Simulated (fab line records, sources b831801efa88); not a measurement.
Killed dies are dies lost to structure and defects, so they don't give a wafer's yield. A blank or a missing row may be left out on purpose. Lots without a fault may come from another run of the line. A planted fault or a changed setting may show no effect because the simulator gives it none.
Which tool did it? | flow sky130 | 14 lots, 42 wafers sampled, at 2 steps of a route of 708

WHAT THE GAUGES READ, wafer by wafer
SKY_VT_ADJUST_HVTP_CD_MEAS_07: target cd 380 nm.
lot  | measured     | on        | cd_nm (nm)
L342 | day 5 23:26  | cd_sem-01 | 380.4 379.9 378.7
L343 | day 6 04:57  | cd_sem-01 | 382.9 380.7 381.6
L344 | day 6 12:33  | cd_sem-02 | 381.0 381.7 382.6
L346 | day 7 00:59  | cd_sem-02 | 381.2 381.9 380.4
L347 | day 7 05:52  | cd_sem-01 | 382.1 380.0 381.4
L349 | day 7 16:49  | cd_sem-02 | 382.4 380.7 382.2
L351 | day 9 06:51  | cd_sem-02 | 375.9 377.2 377.7
L352 | day 9 07:07  | cd_sem-02 | 380.8 379.2 379.2
L354 | day 9 09:34  | cd_sem-02 | 380.9 379.4 378.0
L355 | day 9 15:19  | cd_sem-01 | 378.0 380.8 379.5
L359 | day 10 14:17 | cd_sem-02 | 383.4 385.8 384.8
L362 | day 11 11:23 | cd_sem-01 | 369.8 372.1 370.2 369.8 371.8 370.6
L363 | day 11 18:53 | cd_sem-01 | 376.4 375.5 377.9
L365 | day 12 00:52 | cd_sem-02 | 381.8 384.0 382.3

WHICH TOOL RAN EACH LOT (tool, then ch and the chambers of the sampled wafers, then the start)
lot  | SKY_VT_ADJUST_HVTP_DEVELOP_06
L342 | litho_track-03 ch 0, day 5 23:19
L343 | litho_track-01 ch 0, day 6 04:49
L344 | litho_track-01 ch 0, day 6 12:25
L346 | litho_track-01 ch 0, day 7 00:50
L347 | litho_track-01 ch 0, day 7 05:43
L349 | litho_track-01 ch 0, day 7 16:41
L351 | litho_track-02 ch 0, day 9 06:39
L352 | litho_track-02 ch 0, day 9 06:58
L354 | litho_track-02 ch 0, day 9 09:25
L355 | litho_track-01 ch 0, day 9 15:11
L359 | litho_track-03 ch 0, day 10 14:08
L362 | litho_track-03 ch 0, day 11 11:14
L363 | litho_track-03 ch 0, day 11 18:44
L365 | litho_track-02 ch 0, day 12 00:43
- SKY_VT_ADJUST_HVTP_DEVELOP_06: develop time 60 s.

WHAT THE TOOLS THEMSELVES READ (means of the sampled wafers that have a number; where no wafer has one, the mark that the record gives instead)
SKY_VT_ADJUST_HVTP_DEVELOP_06.
lot  | tool           | developer_temp_C (C)
L342 | litho_track-03 | 23.05
L343 | litho_track-01 | 22.98
L344 | litho_track-01 | 22.97
L346 | litho_track-01 | 23.02
L347 | litho_track-01 | 23.04
L349 | litho_track-01 | 22.97
L351 | litho_track-02 | 22.95
L352 | litho_track-02 | 23.02
L354 | litho_track-02 | 22.95
L355 | litho_track-01 | 22.98
L359 | litho_track-03 | 23.03
L362 | litho_track-03 | 25.24
L363 | litho_track-03 | 25.33
L365 | litho_track-02 | 23.12

THE ANSWER, worked out from the rows above alone
Rule: what is usual is taken from the lots themselves. Put in order of their means at a reading, lots are off if they are a third of the lots or fewer, leave a main group of 4 or more, and stand apart from it by a gap of 3 or more times the standard deviation of the main group's means; of several such gaps the widest counts. A main group whose means are all the same, to the digits that the tables above print for the reading, isn't used. A lot without any number at a reading at which 4 lots or more have one is off too. The other lots that the step has rows for count as sound. The gauges are gone through in route order, then the tools' own readings, and for those a lot's mean is taken as printed above. The first step at which some lot is off is used, and at that step the reading that is off furthest; a lot without a number counts as furthest.
Off: L362, L363, at SKY_VT_ADJUST_HVTP_DEVELOP_06 (developer_temp_C). The main group: mean 23.01 C, standard deviation 0.048.
A tool fits if, at that step or a process step before it, it ran every lot that is off, and no sound lot after the first of them. One fits: litho_track-03 at SKY_VT_ADJUST_HVTP_DEVELOP_06. Its last sound lot is L359 (day 10 14:08), its first lot that is off L362 (day 11 11:14): a fault that began between those two fits.
The tool's own readings at SKY_VT_ADJUST_HVTP_DEVELOP_06 bear it out: on the lots that are off they differ by more than 5 times the standard deviation of the sound lots' means. developer_temp_C reads 25.28 C there against 23.01 C on the sound lots.

WHAT THE SIMULATOR HAD PUT IN
Process parameter drift: litho_track-03, from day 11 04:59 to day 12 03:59, at SKY_VT_ADJUST_HVTP_DEVELOP_06. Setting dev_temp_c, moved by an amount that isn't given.
Lots struck among those shown: L362, L363. The rule above found the same.
